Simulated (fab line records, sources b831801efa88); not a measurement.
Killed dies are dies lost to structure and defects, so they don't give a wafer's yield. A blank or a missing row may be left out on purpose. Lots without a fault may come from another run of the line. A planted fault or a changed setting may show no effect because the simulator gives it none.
A struck lot beside a sound one | flow sky130 | 14 steps out of a route of 708
Sound: wafers L394.1, L394.5, L394.6. Struck: wafers L387.4, L387.5, L387.6. The cause comes at the end.
At each step with rows: each side's tool, then ch and its chambers, then its first start. Under that, the readings that differ: sound wafers | struck wafers | difference of the means | sigmas: that difference in standard deviations of wafers without a fault.
alike: readings whose means differ by less than 2 such deviations, and words and numbers that are the same on both sides. not compared: withheld readings, readings that some wafer has no value for, bounds like >300 that may hide the same value, and numbers for which the record gives no deviation and whose values overlap.
The two part at a step that has a row with sigmas, a row that says differs or no value, or rows on one side only. Numbers that don't overlap but have no deviation are shown without sigmas and don't part them. A reading that every wafer of one side lacks parts them only if that side has two wafers or more.

first, 6 steps without rows for these wafers: SKY_LDD_N_IMPLANT_10; SKY_LDD_N_IMPLANT_11; SKY_LDD_N_IMPLANT_12; SKY_LDD_N_IMPLANT_13; SKY_LDD_N_IMPLANT_14; SKY_LDD_N_IMPLANT_15.
SKY_LDD_N_STRIP_16: strips in O2/N2.
  sound on plasma_asher-01 ch 0,1, day 23 03:17; struck on plasma_asher-01 ch 0,1, day 20 23:16
  alike: drypump_motor_current_A, oes_product_au, strip_time_to_endpoint_s
  not compared: rf_hours_counter_h
SKY_LDD_N_TW_MEAS_17:
  sound on film_metro-02, day 23 03:23; struck on film_metro-01, day 20 23:22
  reading  | sound          | struck         | difference | sigmas
  LDD_N_TW | 2559 2573 2548 | 2585 2599 2597 | +34        | +2
then, 4 steps without rows for these wafers: SKY_LDD_P_DEHYDRATE_00 (time 60 s); SKY_LDD_P_HMDS_01 (prime time 60 s); SKY_LDD_P_COAT_02 (resist thk 1140 nm); SKY_LDD_P_SOFTBAKE_03 (time 60 s).
SKY_LDD_P_EXPOSE_04: exposes mask PSDM, target cd 380 nm.
  sound on iline_stepper-02 ch 0, day 23 19:06; struck on iline_stepper-02, day 21 14:41
  no value came back on the struck wafers for exposure_dose_mJ_cm2, focus_offset_nm (nm); on the sound wafers exposure_dose_mJ_cm2 reads 138.01 138.06 138.10
  alike: mask
then, 1 step without rows for these wafers: SKY_LDD_P_PEB_05.

WHERE THEY PART
First at SKY_LDD_N_TW_MEAS_17; last, within this record, at SKY_LDD_P_EXPOSE_04.

WHY: what the simulator had put in
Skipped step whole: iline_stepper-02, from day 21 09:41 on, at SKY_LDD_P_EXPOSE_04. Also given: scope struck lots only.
